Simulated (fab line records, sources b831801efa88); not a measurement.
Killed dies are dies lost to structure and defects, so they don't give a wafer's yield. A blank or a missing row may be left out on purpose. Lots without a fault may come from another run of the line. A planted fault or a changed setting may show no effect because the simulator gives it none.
A struck lot beside a sound one | flow sky130 | 14 steps out of a route of 708
Sound: wafers L278.2, L278.4, L278.5. Struck: wafers L276.1, L276.4, L276.6. The cause comes at the end.
At each step with rows: each side's tool, then ch and its chambers, then its first start. Under that, the readings that differ: sound wafers | struck wafers | difference of the means | sigmas: that difference in standard deviations of wafers without a fault.
alike: readings whose means differ by less than 2 such deviations, and words and numbers that are the same on both sides. not compared: withheld readings, readings that some wafer has no value for, bounds like >300 that may hide the same value, and numbers for which the record gives no deviation and whose values overlap.
The two part at a step that has a row with sigmas, a row that says differs or no value, or rows on one side only. Numbers that don't overlap but have no deviation are shown without sigmas and don't part them. A reading that every wafer of one side lacks parts them only if that side has two wafers or more.

first, 3 steps without rows for these wafers: SKY_POLY_CUT_EXPOSE_05 (exposes mask NPCM, target cd 270 nm); SKY_POLY_CUT_PEB_06; SKY_POLY_CUT_DEVELOP_07 (develop time 60 s).
SKY_POLY_CUT_CD_MEAS_08: target cd 270 nm.
  sound on cd_sem-01, day 32 06:33; struck on cd_sem-02, day 31 08:06
  alike: cd_nm
SKY_POLY_CUT_OVL_MEAS_09:
  sound on overlay-01, day 32 06:40; struck on overlay-02, day 31 08:13
  alike: POLY_CUT_OVL
SKY_POLY_CUT_ETCH_10: etches BARC in N2/H2, stops on SiO2, time 45.9 s, target depth 60 nm.
  sound on rie_diel-04 ch 0,1,3, day 32 06:41; struck on rie_diel-04 ch 1,2,3, day 31 08:15
  alike: bias_w, chamber_pressure_mTorr, drypump_motor_current_A, oes_product_au, throttle_valve_pct
  not compared: rf_hours_counter_h
SKY_POLY_CUT_ETCH_11: etches Si3N4 in CF4/CH2F2/Ar, stops on poly-Si, time 42.5 s, target depth 60 nm.
  sound on rie_diel-04 ch 0,1,3, day 32 06:44; struck on rie_diel-04 ch 1,2,3, day 31 08:18
  alike: bias_w, chamber_pressure_mTorr, drypump_motor_current_A, oes_product_au, throttle_valve_pct
  not compared: rf_hours_counter_h
SKY_POLY_CUT_STRIP_12: strips in O2/N2.
  sound on plasma_asher-01 ch 0,1, day 32 06:46; struck on plasma_asher-01 ch 1, day 31 08:20
  alike: chamber_pressure_mTorr, drypump_motor_current_A, oes_product_au, strip_time_to_endpoint_s
  not compared: rf_hours_counter_h
then, 4 steps without rows for these wafers: SKY_SD_P_DEHYDRATE_00 (time 60 s); SKY_SD_P_HMDS_01 (prime time 60 s); SKY_SD_P_COAT_02 (resist thk 1140 nm); SKY_SD_P_SOFTBAKE_03 (time 60 s).
SKY_SD_P_EXPOSE_04: exposes mask PSDM, target cd 380 nm.
  sound on iline_stepper-02 ch 0, day 32 20:25; struck on iline_stepper-02, day 31 22:34
  no value came back on the struck wafers for exposure_dose_mJ_cm2, focus_offset_nm (nm), reticle_temp_C (C); on the sound wafers exposure_dose_mJ_cm2 reads 138.13 138.08 138.00
  alike: mask
then, 1 step without rows for these wafers: SKY_SD_P_PEB_05.

WHERE THEY PART
Only at SKY_SD_P_EXPOSE_04, within this record.

WHY: what the simulator had put in
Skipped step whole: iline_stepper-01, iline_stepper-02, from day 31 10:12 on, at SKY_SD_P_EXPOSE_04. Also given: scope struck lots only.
